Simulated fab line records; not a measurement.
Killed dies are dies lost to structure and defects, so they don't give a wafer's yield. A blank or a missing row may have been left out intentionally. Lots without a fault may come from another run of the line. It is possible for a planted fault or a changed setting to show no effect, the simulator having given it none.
Matching of chambers    flow gf180mcu    GF_V4_CMP_26 on cmp-01: 4 sister chambers
The step polishes, stops on SiO2, t overpolish 15 s, target thk 0 nm. 4 wafers are shown with their chamber, then 7 later ones without.

## WAFERS WITH THEIR CHAMBER
wafer   chamber  motor current A (A)
L364.6  1        9.3
L366.2  3        9.7
L370.4  0        11.4
L370.5  2        11.3

## WAFERS WITH NO CHAMBER GIVEN
wafer   motor current A (A)
L370.6  9.4
L378.4  10.9
L378.5  10.6
L378.6  9.9
L380.2  9.1
L380.4  11.4
L380.5  10.3

## WHICH CHAMBER EACH WENT THROUGH
wafer   from the rows above                in truth
L370.6  can't be placed: 1 or 3            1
L378.4  can't be placed: 2 or 0            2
L378.5  can't be placed: 2 or 0 or 3 or 1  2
L378.6  can't be placed: 3 or 1            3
L380.2  can't be placed: 1 or 3            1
L380.4  can't be placed: 0 or 2            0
L380.5  can't be placed: 3 or 1 or 2 or 0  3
Correctly placed: 0 of 7. Unplaceable from these rows: 7, with the true chamber sitting among the candidates in 7. Placed wrongly: 0.
How it was worked out, from the rows above alone: a wafer's distance from a chamber is the root of the sum, over the readings, of the square of ((its reading less the chamber's mean) divided by the reading's scatter). If the next closest chamber is less than 2 further off than the closest, the wafer can't be placed; otherwise it belongs to the closest. A chamber's mean is the mean of its shown wafers. The scatter: root of mean squared gap, hidden wafer to nearest shown wafer, with one shown wafer a chamber.
